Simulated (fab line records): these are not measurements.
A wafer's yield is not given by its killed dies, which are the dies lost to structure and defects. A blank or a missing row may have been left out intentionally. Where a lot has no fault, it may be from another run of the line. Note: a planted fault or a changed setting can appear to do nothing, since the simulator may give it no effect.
Chamber matching ; flow sfq-line ; SFQ_TRILAYER_I6_CMP_CMP_166 on cmp-02: 4 sister chambers
The step polishes SiO2. 8 wafers are shown with their chamber, then 8 later ones without.

WAFERS, EACH WITH ITS CHAMBER
wafer;chamber;motor-current-A (A);retaining-ring-pressure-frac
L860.4;2;9.1;1.009
L860.6;3;10.5;0.996
L870.1;2;8.2;0.989
L870.4;1;9.4;0.993
L870.6;3;10.2;1.000
L873.5;1;8.9;1.001
L873.6;0;10.6;0.997
L874.1;0;9.6;0.997

WAFERS WHOSE CHAMBER IS MISSING
wafer;motor-current-A (A);retaining-ring-pressure-frac
L874.2;10.7;1.005
L874.6;10.5;1.000
L877.4;10.4;1.001
L877.5;9.6;0.990
L877.6;10.7;0.999
L878.1;8.8;1.002
L878.5;10.4;0.998
L878.6;9.1;1.000

WHICH CHAMBER EACH ONE RAN IN
wafer;from the rows above;in truth
L874.2;can't be placed: 3 or 0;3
L874.6;can't be placed: 3 or 0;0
L877.4;can't be placed: 3 or 0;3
L877.5;can't be placed: 1 or 0 or 3 or 2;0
L877.6;can't be placed: 3 or 0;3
L878.1;can't be placed: 2 or 1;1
L878.5;can't be placed: 3 or 0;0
L878.6;can't be placed: 1 or 2 or 0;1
Correctly placed: 0 of 8. Cannot be placed on the basis of these rows: 8; the candidates contain the true chamber in 8. Placed wrongly: 0.
How it was worked out, from the rows above alone: a wafer's distance from a chamber is the root of the sum, over the readings, of the square of ((its reading less the chamber's mean) divided by the reading's scatter). If the next closest chamber is less than 2 further off than the closest, the wafer can't be placed; otherwise it belongs to the closest. Each chamber's mean is taken over the wafers shown for it. How the scatter is found: for the shown wafers, subtract from each reading the mean of its chamber, square and add these, divide the total by (wafers less chambers), then take the root.
